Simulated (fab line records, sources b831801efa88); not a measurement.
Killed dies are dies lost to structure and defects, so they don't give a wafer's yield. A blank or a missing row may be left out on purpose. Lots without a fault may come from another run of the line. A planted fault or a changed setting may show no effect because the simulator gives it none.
fab line records | flow sky130
record lots=24 wafers=72 last_day=50
route steps=708 shown VT_ADJUST_LVTN@117 VT_ADJUST_NCORE@127 POLY_GATE@205 LOCAL_INTERCONNECT@400 CONTACT@406
lots that met no fault: from a run of the same line without faults
start_h: hours from the record's first day to the start of the lot's first wafer shown | wait_h: hours since the lot's step before | " the same as in the row above | L1.1+2: a row that stands for several wafers | - no value, or no start given | * or withheld: withheld | < > ~ a bound
route shown NAME@n: a module of which the file shows steps, and the number in the route of the first | usual: mean/standard deviation of fault-free wafers | same: alike in all rows | chamber/n: place in a boat | sites: the reading at each site | _std_site: their standard deviation | _edge_site: outer sites' mean less inner sites' | radius_mm: how far each site lies from the wafer's centre | mask NAME#n: copy n | behind: the tool/chamber that last shaped the wafer | hold: why the lot was held/for how many hours/how that ended | device: the transistor (n, p or np) that didn't switch | end of line: the same wafers' tests at the end of the route | a step without rows: its recipe alone | killed: dies lost to structure and defects at the first sort, not the wafer's yield | map: a wafer's dies, x killed, . not, _ none there
set.NAME: the setting as run; set.NAME@STEP: as run at that earlier step | model.NAME: the simulator's own value behind a step, which no gauge read
steps of the route over a sample of lots; a table a step, a row a wafer
services: from which hour (start_h, from the record's first day; less than 0 if before it) a tool's chamber was out of use, for how many hours, and why
## steps
# step SKY_VT_ADJUST_LVTN_STRIP_20
# recipe chemistry=O2/N2 power_w=1400 pressure_mtorr=1500 platen_temp_c=withheld o2_flow_sccm=3000 n2_flow_sccm=300 overash_fraction=0.5
# usual chamber_pressure_mTorr=1500.0/1.4 drypump_motor_current_A=5.7/0.66 oes_product_au=0.716/0.0044 strip_time_to_endpoint_s=14.18/0.04
# columns lot.wafer tool chamber start_h wait_h chamber_pressure_mTorr drypump_motor_current_A oes_product_au rf_hours_counter_h strip_time_to_endpoint_s
L074.1 plasma_asher-01 0 164.27 0.1 1501.3 4.9 0.711 4 14.24
L074.4 " 1 " " 1497.8 5.6 0.718 - 14.23
L074.6 " 1 " " 1499.1 5.5 0.722 - 14.22
L075.3 plasma_asher-02 0 171.40 0.1 1501.2 6.4 0.711 - 14.25
L075.4 " 1 " " 1498.0 5.5 0.718 - 14.27
L075.5 " 0 " " 1497.8 6.4 0.720 - 14.22
L076.1 plasma_asher-01 1 174.47 0.1 1500.7 5.6 0.724 5 14.15
L076.2 " 0 " " 1499.1 4.9 0.720 5 14.14
L076.6 " 1 " " 1499.3 5.6 0.715 - 14.16
L077.1 plasma_asher-01 0 179.47 0.1 1499.4 4.9 0.718 6 14.19
L077.2 " 1 " " 1502.8 5.6 0.718 6 14.19
L077.4 " 1 " " 1499.8 5.6 0.718 - 14.21
L078.1 plasma_asher-03 1 190.02 0.1 1500.4 4.9 0.722 38 14.22
L078.5 " 0 " " 1499.1 6.5 0.716 - 14.21
L078.6 " 1 " " 1501.4 5.0 0.710 - 14.17
L079.2 plasma_asher-02 1 193.60 0.1 1499.4 5.5 0.717 48 14.17
L079.3 " 0 " " 1499.7 6.5 0.712 - 14.18
L079.4 " 1 " " 1502.1 5.5 0.724 - 14.12
L080.1 plasma_asher-02 1 199.52 0.1 1499.9 5.5 0.718 49 14.16
L080.2 " 0 " " 1501.2 6.4 0.715 49 14.19
L080.5 " 1 " " 1496.0 5.5 0.708 - 14.20
L081.1 plasma_asher-01 1 205.95 0.1 1498.6 5.6 0.705 8 14.21
L081.3 " 0 " " 1498.6 4.9 0.710 - 14.21
L081.4 " 1 " " 1501.0 5.5 0.714 - 14.24
L082.3 plasma_asher-02 0 218.10 0.1 1500.5 6.4 0.712 - 14.16
L082.5 " 1 " " 1500.6 5.5 0.711 - 14.24
L082.6 " 0 " " 1501.3 6.4 0.721 - 14.21
L083.2 plasma_asher-03 1 222.65 0.1 1500.7 4.9 0.717 41 14.20
L083.3 " 1 " " 1502.2 4.9 0.718 - 14.17
L083.4 " 0 " " 1499.5 6.5 0.724 - 14.18
L084.1 plasma_asher-03 1 231.82 0.1 1499.9 4.9 0.713 42 14.18
L084.3 " 1 " " 1500.2 4.9 0.715 - 14.15
L084.4 " 0 " " 1497.5 6.5 0.716 - 14.19
L085.2 plasma_asher-03 1 234.17 0.1 1501.0 4.9 0.714 43 14.17
L085.4 " 1 " " 1500.7 4.9 0.711 - 14.16
L085.5 " 1 " " 1498.3 5.0 0.714 - 14.18
L086.1 plasma_asher-02 1 244.42 0.1 1498.4 5.5 0.708 53 14.14
L086.3 " 0 " " 1501.6 6.5 0.704 - 14.12
L086.4 " 1 " " 1502.8 5.5 0.712 - 14.15
L087.2 plasma_asher-01 1 249.20 0.1 1499.5 5.6 0.716 12 14.11
L087.3 " 0 " " 1504.3 4.9 0.717 - 14.17
L087.5 " 0 " " 1500.0 4.9 0.723 - 14.16
L088.3 plasma_asher-03 1 256.71 0.1 1499.8 4.9 0.723 - 14.16
L088.5 " 0 " " 1500.5 6.5 0.715 - 14.09
L088.6 " 1 " " 1500.4 4.9 0.717 - 14.12
L089.4 plasma_asher-03 1 262.30 0.1 1500.7 4.9 0.714 - 14.18
L089.5 " 1 " " 1498.4 4.9 0.719 - 14.16
L089.6 " 0 " " 1499.9 6.5 0.710 - 14.12
L090.2 plasma_asher-03 1 270.06 0.1 1497.8 4.9 0.718 46 14.22
L090.3 " 0 " " 1498.9 6.5 0.718 - 14.23
L090.5 " 1 " " 1501.1 4.9 0.715 - 14.26
L091.4 plasma_asher-02 1 278.04 0.1 1501.8 5.5 0.714 - 14.19
L091.5 " 0 " " 1499.4 6.4 0.714 - 14.17
L091.6 " 1 " " 1498.1 5.5 0.711 - 14.16
L092.1 plasma_asher-02 1 286.12 0.1 1502.2 5.5 0.713 57 14.16
L092.4 " 0 " " 1499.7 6.4 0.720 - 14.20
L092.6 " 0 " " 1498.6 6.4 0.712 - 14.27
L093.2 plasma_asher-02 1 289.62 0.1 1499.7 5.5 0.709 57 14.13
L093.3 " 0 " " 1500.4 6.5 0.717 - 14.15
L093.5 " 0 " " 1499.2 6.5 0.710 - 14.14
L094.1 plasma_asher-03 0 297.71 0.1 1499.9 6.5 0.721 49 14.17
L094.2 " 1 " " 1500.1 4.9 0.716 49 14.16
L094.5 " 0 " " 1497.5 6.5 0.718 - 14.15
L095.1 plasma_asher-03 0 304.10 0.1 1500.9 6.5 0.722 49 14.18
L095.2 " 1 " " 1501.6 4.9 0.718 49 14.16
L095.5 " 1 " " 1497.2 4.9 0.716 - 14.17
L096.3 plasma_asher-03 1 310.19 0.1 1499.4 4.9 0.713 - 14.11
L096.4 " 0 " " 1500.3 6.5 0.713 - 14.14
L096.5 " 0 " " 1501.8 6.4 0.708 - 14.14
L097.2 plasma_asher-02 0 315.37 0.1 1500.0 6.4 0.719 60 14.10
L097.3 " 1 " " 1500.4 5.5 0.718 - 14.16
L097.4 " 0 " " 1499.4 6.4 0.721 - 14.17
# step SKY_VT_ADJUST_NCORE_OVL_MEAS_08
# usual VT_ADJUST_NCORE_OVL=0.8/1.4
# columns lot.wafer tool chamber start_h wait_h VT_ADJUST_NCORE_OVL[nm]
L074.1 overlay-02 - 184.99 0.1 1.8
L074.4 " - " " 3.4
L074.6 " - " " 1.0
L075.3 overlay-02 - 192.81 0.1 2.5
L075.4 " - " " 2.4
L075.5 " - " " 1.9
L076.1 overlay-01 - 196.14 0.1 1.0
L076.2 " - " " 1.0
L076.6 " - " " 2.7
L077.1 overlay-01 - 200.90 0.1 0.0
L077.2 " - " " 0.0
L077.4 " - " " 1.2
L078.1 overlay-01 - 211.85 0.1 -1.0
L078.5 " - " " 1.8
L078.6 " - " " -2.6
L079.2 overlay-01 - 215.95 0.1 0.9
L079.3 " - " " 1.2
L079.4 " - " " 2.0
L080.1 overlay-01 - 222.10 0.1 3.9
L080.2 " - " " 3.5
L080.5 " - " " 2.6
L081.1 overlay-01 - 228.64 0.1 0.1
L081.3 " - " " 0.3
L081.4 " - " " 1.1
L082.3 overlay-02 - 241.15 0.1 0.1
L082.5 " - " " -0.1
L082.6 " - " " 0.5
L083.2 overlay-01 - 245.55 0.1 3.3
L083.3 " - " " 1.2
L083.4 " - " " 2.0
L084.1 overlay-01 - 255.09 0.1 0.4
L084.3 " - " " 0.1
L084.4 " - " " -0.9
L085.2 overlay-02 - 257.35 0.1 1.1
L085.4 " - " " 0.4
L085.5 " - " " 1.9
L086.1 overlay-02 - 267.79 0.1 -0.1
L086.3 " - " " 1.0
L086.4 " - " " 0.4
L087.2 overlay-01 - 272.86 0.1 -0.1
L087.3 " - " " 1.7
L087.5 " - " " 1.5
L088.3 overlay-01 - 280.41 0.1 -0.2
L088.5 " - " " -1.1
L088.6 " - " " -2.6
L089.4 overlay-02 - 286.37 0.1 -0.1
L089.5 " - " " 0.8
L089.6 " - " " 1.7
L090.2 overlay-01 - 294.60 0.1 2.0
L090.3 " - " " -0.2
L090.5 " - " " -0.2
L091.4 overlay-01 - 303.01 0.1 -1.7
L091.5 " - " " -0.2
L091.6 " - " " 1.7
L092.1 overlay-02 - 311.31 0.1 -1.1
L092.4 " - " " 0.6
L092.6 " - " " 0.6
L093.2 overlay-01 - 315.25 0.1 0.4
L093.3 " - " " 1.1
L093.5 " - " " 1.1
L094.1 overlay-01 - 323.84 0.1 0.4
L094.2 " - " " -0.3
L094.5 " - " " 1.9
L095.1 overlay-01 - 330.31 0.1 -0.9
L095.2 " - " " 0.1
L095.5 " - " " 0.9
L096.3 overlay-02 - 336.66 0.1 0.7
L096.4 " - " " 1.4
L096.5 " - " " 2.1
L097.2 overlay-02 - 340.99 0.1 1.2
L097.3 " - " " 1.2
L097.4 " - " " 1.3
# step SKY_POLY_GATE_THK_MEAS_01
# recipe reads=poly-Si_of_POLY_GATE_CVD_00
# usual POLY_GATE_CVD_00_THK=180.4/1.3
# columns lot.wafer tool chamber start_h wait_h POLY_GATE_CVD_00_THK[nm]
L074.1 film_metro-03 - 316.25 0.0 181.1
L074.4 " - " " 180.5
L074.6 " - " " 183.3
L075.3 film_metro-03 - 325.38 0.0 182.7
L075.4 " - " " 182.1
L075.5 " - " " 182.4
L076.1 film_metro-03 - 331.36 0.0 181.5
L076.2 " - " " 182.3
L076.6 " - " " 179.1
L077.1 film_metro-03 - 336.46 0.0 183.0
L077.2 " - " " 181.2
L077.4 " - " " 182.3
L078.1 film_metro-03 - 347.02 0.0 178.1
L078.5 " - " " 178.8
L078.6 " - " " 178.3
L079.2 film_metro-04 - 351.98 0.0 180.2
L079.3 " - " " 178.3
L079.4 " - " " 179.4
L080.1 film_metro-02 - 359.76 0.0 181.6
L080.2 " - " " 179.0
L080.5 " - " " 181.4
L081.1 film_metro-03 - 368.33 0.0 179.4
L081.3 " - " " 179.8
L081.4 " - " " 179.9
L082.3 film_metro-02 - 384.75 0.0 180.0
L082.5 " - " " 179.4
L082.6 " - " " 180.1
L083.2 film_metro-04 - 387.67 0.0 182.0
L083.3 " - " " 180.0
L083.4 " - " " 180.2
L084.1 film_metro-03 - 397.82 0.0 180.3
L084.3 " - " " 180.8
L084.4 " - " " 180.8
L085.2 film_metro-04 - 403.85 0.0 179.9
L085.4 " - " " 179.1
L085.5 " - " " 180.5
L086.1 film_metro-02 - 417.69 0.0 180.3
L086.3 " - " " 181.2
L086.4 " - " " 181.9
L087.2 film_metro-04 - 424.24 0.0 180.2
L087.3 " - " " 180.5
L087.5 " - " " 180.2
L088.3 film_metro-03 - 432.23 0.0 179.8
L088.5 " - " " 183.0
L088.6 " - " " 182.0
L089.4 film_metro-04 - 442.21 0.0 181.9
L089.5 " - " " 179.7
L089.6 " - " " 181.3
L090.2 film_metro-04 - 450.15 0.0 179.7
L090.3 " - " " 180.4
L090.5 " - " " 181.0
L091.4 film_metro-04 - 461.42 0.0 181.0
L091.5 " - " " 180.4
L091.6 " - " " 180.6
L092.1 film_metro-04 - 470.23 0.0 178.6
L092.4 " - " " 179.0
L092.6 " - " " 180.0
L093.2 film_metro-03 - 474.84 0.0 180.3
L093.3 " - " " 179.7
L093.5 " - " " 179.7
L094.1 film_metro-04 - 485.11 0.0 181.9
L094.2 " - " " 179.9
L094.5 " - " " 181.5
L095.1 film_metro-03 - 491.34 0.0 181.2
L095.2 " - " " 181.6
L095.5 " - " " 180.1
L096.3 film_metro-02 - 499.08 0.0 180.9
L096.4 " - " " 179.4
L096.5 " - " " 178.7
L097.2 film_metro-03 - 502.23 0.0 180.1
L097.3 " - " " 179.4
L097.4 " - " " 177.7
# step SKY_POLY_GATE_OVL_MEAS_14
# usual POLY_GATE_OVL=1/4.7
# columns lot.wafer tool chamber start_h wait_h POLY_GATE_OVL[nm]
L074.1 overlay-01 - 373.09 0.1 2
L074.4 " - " " -2
L074.6 " - " " 1
L075.3 overlay-02 - 383.65 0.1 7
L075.4 " - " " -5
L075.5 " - " " -2
L076.1 overlay-01 - 389.44 0.1 -3
L076.2 " - " " 7
L076.6 " - " " 7
L077.1 overlay-02 - 396.69 0.1 3
L077.2 " - " " -4
L077.4 " - " " 7
L078.1 overlay-02 - 406.84 0.1 1
L078.5 " - " " -5
L078.6 " - " " 1
L079.2 overlay-01 - 412.16 0.1 4
L079.3 " - " " 3
L079.4 " - " " 2
L080.1 overlay-01 - 420.70 0.1 -3
L080.2 " - " " 0
L080.5 " - " " 8
L081.1 overlay-01 - 430.64 0.1 5
L081.3 " - " " 1
L081.4 " - " " 6
L082.3 overlay-02 - 448.42 0.1 0
L082.5 " - " " 0
L082.6 " - " " 3
L083.2 overlay-01 - 449.41 0.1 4
L083.3 " - " " -1
L083.4 " - " " -1
L084.1 overlay-02 - 460.45 0.1 0
L084.3 " - " " -3
L084.4 " - " " -4
L085.2 overlay-01 - 467.36 0.1 3
L085.4 " - " " 6
L085.5 " - " " 6
L086.1 overlay-02 - 480.05 0.1 -3
L086.3 " - " " -1
L086.4 " - " " -6
L087.2 overlay-02 - 487.35 0.1 7
L087.3 " - " " 4
L087.5 " - " " -6
L088.3 overlay-02 - 495.82 0.1 5
L088.5 " - " " -8
L088.6 " - " " 7
L089.4 overlay-02 - 506.17 0.1 -1
L089.5 " - " " 0
L089.6 " - " " 0
L090.2 overlay-01 - 512.55 0.1 6
L090.3 " - " " 3
L090.5 " - " " 0
L091.4 overlay-02 - 525.72 0.1 -3
L091.5 " - " " -4
L091.6 " - " " 2
L092.1 overlay-02 - 533.74 0.1 4
L092.4 " - " " 0
L092.6 " - " " 2
L093.2 overlay-02 - 537.61 0.1 11
L093.3 " - " " 0
L093.5 " - " " -2
L094.1 overlay-01 - 547.75 0.1 1
L094.2 " - " " 0
L094.5 " - " " 1
L095.1 overlay-02 - 554.50 0.1 9
L095.2 " - " " -1
L095.5 " - " " 11
L096.3 overlay-01 - 560.70 0.1 -1
L096.4 " - " " 8
L096.5 " - " " 3
L097.2 overlay-01 - 564.14 0.1 6
L097.3 " - " " 7
L097.4 " - " " -1
# step SKY_LOCAL_INTERCONNECT_ETCH_13
# recipe chemistry=N2/H2 target=BARC ion_energy_ev=200 bias_w=100 pressure_mtorr=30 n2_flow_sccm=100 h2_flow_sccm=200 icp_w=500 stop_on=SiO2 time_s=45.9 target_depth_a=600
# usual chamber_pressure_mTorr=30.001/0.026 drypump_motor_current_A=5.6/0.35 oes_product_au=0.855/0.0047 rf_fwd_power_W=494.4/2 throttle_valve_pct=13.225/0.0089
# columns lot.wafer tool chamber start_h wait_h chamber_pressure_mTorr drypump_motor_current_A oes_product_au rf_fwd_power_W rf_hours_counter_h throttle_valve_pct
L074.1 rie_metal-02 0 710.38 0.0 30.022 5.9 0.851 494.9 5 13.218
L074.4 " 0 " " 29.952 6.0 0.853 494.0 - 13.212
L074.6 " 0 " " 29.991 5.9 0.854 494.0 - 13.224
L075.3 rie_metal-02 0 719.77 0.1 29.962 6.0 0.857 494.3 - 13.234
L075.4 " 0 " " 30.032 6.0 0.861 495.0 - 13.224
L075.5 " 0 " " 30.036 6.0 0.864 493.3 - 13.228
L076.1 rie_metal-03 1 724.43 0.0 29.993 5.1 0.855 491.7 3 13.229
L076.2 " 0 " " 30.004 5.6 0.859 497.9 12 13.225
L076.6 " 1 " " 29.992 5.2 0.866 491.8 - 13.211
L077.1 rie_metal-02 0 735.93 0.0 30.016 6.0 0.850 494.2 8 13.223
L077.2 " 1 " " 30.029 5.3 0.851 492.9 0 13.245
L077.4 " 0 " " 29.962 6.0 0.856 496.7 - 13.239
L078.1 rie_metal-02 0 744.13 0.0 30.045 6.0 0.853 494.5 8 13.234
L078.5 " 0 " " 29.997 6.0 0.858 495.3 - 13.221
L078.6 " 1 " " 30.029 5.3 0.856 495.6 - 13.228
L079.2 rie_metal-02 0 746.83 0.0 30.019 6.0 0.852 495.0 9 13.233
L079.3 " 1 " " 29.984 5.3 0.860 494.9 - 13.233
L079.4 " 0 " " 30.008 6.0 0.862 493.0 - 13.223
L080.1 rie_metal-02 1 755.78 0.0 29.970 5.3 0.849 495.2 1 13.218
L080.2 " 0 " " 30.003 6.0 0.852 493.5 9 13.228
L080.5 " 1 " " 29.960 5.3 0.849 493.4 - 13.216
L081.1 rie_metal-02 1 764.58 0.0 30.037 5.3 0.850 493.2 2 13.232
L081.3 " 1 " " 30.021 5.3 0.850 497.4 - 13.228
L081.4 " 0 " " 30.031 5.9 0.861 495.8 - 13.220
L082.3 rie_metal-03 0 776.65 0.0 30.000 5.6 0.847 492.8 - 13.229
L082.5 " 1 " " 29.994 5.2 0.859 493.3 - 13.234
L082.6 " 0 " " 29.982 5.6 0.858 494.5 - 13.203
L083.2 rie_metal-02 0 783.48 0.0 29.990 6.0 0.851 494.4 11 13.214
L083.3 " 0 " " 29.998 6.0 0.851 495.5 - 13.220
L083.4 " 1 " " 30.023 5.3 0.854 493.6 - 13.226
L084.1 rie_metal-03 0 787.15 0.0 30.026 5.6 0.854 496.5 13 13.220
L084.3 " 0 " " 30.007 5.6 0.847 498.3 - 13.229
L084.4 " 1 " " 29.991 5.2 0.856 491.7 - 13.226
L085.2 rie_metal-02 1 796.03 0.0 29.993 5.3 0.851 495.5 3 13.216
L085.4 " 0 " " 30.011 6.0 0.849 495.0 - 13.235
L085.5 " 1 " " 30.012 5.3 0.858 497.2 - 13.222
L086.1 rie_metal-04 1 803.89 0.0 30.034 5.6 0.858 494.4 11 13.222
L086.3 " 1 " " 30.037 5.6 0.853 491.3 - 13.233
L086.4 " 0 " " 29.990 5.0 0.856 497.3 - 13.206
L087.2 rie_metal-02 1 809.88 0.0 30.057 5.3 0.853 494.4 4 13.226
L087.3 " 0 " " 30.016 6.0 0.858 495.0 - 13.226
L087.5 " 0 " " 29.984 6.0 0.861 496.8 - 13.216
L088.3 rie_metal-02 1 818.05 0.0 29.953 5.3 0.853 495.1 - 13.233
L088.5 " 0 " " 30.018 6.0 0.859 495.0 - 13.227
L088.6 " 1 " " 29.958 5.3 0.859 494.6 - 13.224
L089.4 rie_metal-02 0 826.57 0.0 29.973 6.0 0.856 492.9 - 13.220
L089.5 " 0 " " 30.012 6.0 0.855 493.2 - 13.220
L089.6 " 1 " " 29.997 5.3 0.853 494.4 - 13.224
L090.2 rie_metal-02 0 832.62 0.0 29.997 5.9 0.857 495.0 12 13.227
L090.3 " 1 " " 30.056 5.3 0.857 494.8 - 13.248
L090.5 " 1 " " 30.019 5.3 0.860 492.6 - 13.233
L091.4 rie_metal-04 0 842.71 0.0 30.018 5.0 0.851 496.4 - 13.227
L091.5 " 0 " " 29.991 5.0 0.860 496.4 - 13.227
L091.6 " 1 " " 30.015 5.6 0.854 492.0 - 13.234
L092.1 rie_metal-03 1 849.82 0.0 29.999 5.2 0.859 489.8 8 13.212
L092.4 " 0 " " 29.975 5.6 0.854 495.3 - 13.214
L092.6 " 0 " " 29.994 5.6 0.852 497.1 - 13.223
L093.2 rie_metal-02 1 854.23 0.0 29.998 5.3 0.867 496.1 6 13.235
L093.3 " 0 " " 29.997 6.0 0.854 493.5 - 13.209
L093.5 " 1 " " 30.003 5.3 0.851 494.8 - 13.234
L094.1 rie_metal-03 1 862.63 0.0 29.999 5.2 0.857 491.6 9 13.216
L094.2 " 0 " " 29.990 5.6 0.853 497.0 1 13.226
L094.5 " 1 " " 29.986 5.2 0.852 492.4 - 13.224
L095.1 rie_metal-04 1 868.07 0.0 30.010 5.6 0.858 495.0 13 13.224
L095.2 " 0 " " 30.007 5.0 0.847 493.7 12 13.214
L095.5 " 1 " " 29.999 5.6 0.855 493.7 - 13.214
L096.3 rie_metal-04 1 874.49 0.0 29.992 5.6 0.854 493.9 - 13.238
L096.4 " 0 " " 30.007 5.0 0.853 491.0 - 13.223
L096.5 " 1 " " 29.985 5.6 0.854 496.3 - 13.223
L097.2 rie_metal-02 1 889.82 0.0 30.018 5.3 0.860 495.2 7 13.216
L097.3 " 1 " " 30.015 5.3 0.855 492.5 - 13.226
L097.4 " 0 " " 30.033 6.0 0.857 491.7 - 13.210
# step SKY_CONTACT_CVD_00
# recipe material=Si3N4 target_thk_nm=75 temp_c=400 time_s=withheld rf_w=450
# usual heater_power_w=753/95 rf_fwd_power_W=444.2/2
# columns lot.wafer tool chamber start_h wait_h heater_power_w rf_fwd_power_W
L074.1 pecvd-03 2 711.21 0.0 775 442.1
L074.4 " 0 " " 691 442.7
L074.6 " 2 " " 750 443.3
L075.3 pecvd-02 0 720.58 0.0 815 443.0
L075.4 " 1 " " 798 444.6
L075.5 " 2 " " 960 441.9
L076.1 pecvd-03 0 725.18 0.0 651 444.6
L076.2 " 1 " " 571 441.7
L076.6 " 1 " " 570 442.7
L077.1 pecvd-02 0 736.64 0.0 666 445.4
L077.2 " 1 " " 813 447.0
L077.4 " 2 " " 836 441.0
L078.1 pecvd-02 0 744.84 0.0 730 444.8
L078.5 " 0 " " 731 446.3
L078.6 " 1 " " 741 447.9
L079.2 pecvd-02 0 747.54 0.0 694 446.1
L079.3 " 1 " " 761 448.4
L079.4 " 0 " " 707 446.2
L080.1 pecvd-03 0 756.56 0.0 567 444.7
L080.2 " 2 " " 717 444.4
L080.5 " 1 " " 691 443.8
L081.1 pecvd-03 1 765.29 0.0 635 443.7
L081.3 " 0 " " 646 442.8
L081.4 " 1 " " 644 442.5
L082.3 pecvd-04 0 777.34 0.0 779 444.1
L082.5 " 2 " " 784 441.7
L082.6 " 1 " " 593 443.6
L083.2 pecvd-03 2 784.23 0.0 858 442.6
L083.3 " 0 " " 603 444.3
L083.4 " 1 " " 591 442.2
L084.1 pecvd-02 1 787.86 0.0 762 444.8
L084.3 " 0 " " 823 444.3
L084.4 " 2 " " 932 439.7
L085.2 pecvd-02 1 796.74 0.0 828 446.6
L085.4 " 1 " " 808 445.8
L085.5 " 0 " " 787 443.8
L086.1 pecvd-02 2 804.60 0.0 953 444.6
L086.3 " 1 " " 820 448.6
L086.4 " 1 " " 813 449.4
L087.2 pecvd-04 2 810.60 0.0 825 439.4
L087.3 " 1 " " 653 442.8
L087.5 " 1 " " 659 444.0
L088.3 pecvd-04 2 818.76 0.0 712 440.5
L088.5 " 0 " " 787 444.7
L088.6 " 2 " " 718 441.4
L089.4 pecvd-02 1 827.28 0.0 845 443.2
L089.5 " 2 " " 918 443.3
L089.6 " 0 " " 687 447.4
L090.2 pecvd-03 2 833.34 0.0 790 443.5
L090.3 " 1 " " 601 444.7
L090.5 " 1 " " 613 446.0
L091.4 pecvd-02 2 843.42 0.0 950 443.5
L091.5 " 0 " " 797 447.5
L091.6 " 1 " " 838 445.4
L092.1 pecvd-03 2 850.56 0.0 803 444.5
L092.4 " 2 " " 824 442.9
L092.6 " 1 " " 663 442.6
L093.2 pecvd-03 2 854.94 0.0 779 442.8
L093.3 " 1 " " 735 442.1
L093.5 " 1 " " 708 441.9
L094.1 pecvd-02 2 863.37 0.0 932 442.7
L094.2 " 1 " " 745 447.3
L094.5 " 2 " " 943 442.5
L095.1 pecvd-03 2 868.78 0.0 780 443.9
L095.2 " 1 " " 576 446.4
L095.5 " 2 " " 806 442.2
L096.3 pecvd-02 0 875.19 0.0 755 445.2
L096.4 " 0 " " 753 445.9
L096.5 " 2 " " 848 441.4
L097.2 pecvd-04 0 890.53 0.0 747 443.0
L097.3 " 2 " " 833 441.4
L097.4 " 1 " " 697 441.3
## services
# columns tool chamber start_h hours kind
plasma_asher-02 - 144.39 1.7 repair
plasma_asher-02 - 174.23 2.8 pm
rie_metal-02 0 198.40 10.3 repair
plasma_asher-02 - 204.79 1.5 repair
pecvd-02 - 210.08 5.5 pm
plasma_asher-03 - 271.22 1.3 repair
rie_metal-02 - 318.65 2.8 pm
plasma_asher-02 - 342.31 1.4 repair
plasma_asher-03 - 354.28 7.8 repair
pecvd-03 - 357.21 3.1 repair
plasma_asher-02 - 379.16 0.4 repair
pecvd-02 - 404.75 6.0 pm
pecvd-03 - 461.45 14.6 pm
plasma_asher-03 - 463.66 2.7 repair
plasma_asher-02 - 472.21 9.0 repair
pecvd-02 1 481.47 6.5 repair
plasma_asher-03 - 489.27 2.8 pm
pecvd-03 - 514.41 0.8 pm
rie_metal-02 - 523.08 0.2 repair
rie_metal-02 - 585.66 0.1 repair
rie_metal-02 - 633.90 0.7 repair
pecvd-02 2 741.74 5.9 repair
pecvd-02 0 789.51 2.7 repair
pecvd-02 - 859.70 2.8 pm
## key
fault none
